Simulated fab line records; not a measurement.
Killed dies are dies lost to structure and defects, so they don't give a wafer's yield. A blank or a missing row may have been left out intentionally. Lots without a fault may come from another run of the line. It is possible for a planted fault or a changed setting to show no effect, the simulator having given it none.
Chamber matching + flow sky130 + SKY_LI_CONTACT_CMP_24 on cmp-01: 4 sister chambers
The step polishes, stops on PSG, t overpolish 20 s, target thk 0 nm. 4 wafers are shown with their chamber, then 8 later ones without.

WAFERS, EACH WITH ITS CHAMBER
| wafer  | chamber | motor current A (A) |
|--------|---------|---------------------|
| L430.6 | 3       | 9.9                 |
| L433.2 | 0       | 9.6                 |
| L433.5 | 1       | 12.4                |
| L434.1 | 2       | 12.7                |

WAFERS MISSING THEIR CHAMBER
| wafer  | motor current A (A) |
|--------|---------------------|
| L434.3 | 9.9                 |
| L434.6 | 12.6                |
| L436.2 | 10.4                |
| L436.3 | 12.3                |
| L436.4 | 9.7                 |
| L445.4 | 12.8                |
| L445.5 | 12.5                |
| L445.6 | 10.1                |

WHICH CHAMBER EACH ONE RAN IN
| wafer  | from the rows above     | in truth |
|--------|-------------------------|----------|
| L434.3 | can't be placed: 3 or 0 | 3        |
| L434.6 | can't be placed: 2 or 1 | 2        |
| L436.2 | can't be placed: 3 or 0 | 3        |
| L436.3 | can't be placed: 1 or 2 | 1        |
| L436.4 | can't be placed: 0 or 3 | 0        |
| L445.4 | can't be placed: 2 or 1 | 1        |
| L445.5 | can't be placed: 1 or 2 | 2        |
| L445.6 | can't be placed: 3 or 0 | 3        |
Placed correctly: 0 of 8. These rows do not allow placing 8 (true chamber among the candidates in 8). Wrongly placed: 0.
How it was worked out, from the rows above alone: a wafer's distance from a chamber is the root of the sum, over the readings, of the square of ((its reading less the chamber's mean) divided by the reading's scatter). If the next closest chamber is less than 2 further off than the closest, the wafer can't be placed; otherwise it belongs to the closest. The mean given for a chamber averages the wafers shown for that chamber. The scatter (one wafer shown for each chamber): square how far every hidden wafer sits from the nearest shown wafer, average those squares and take the square root.
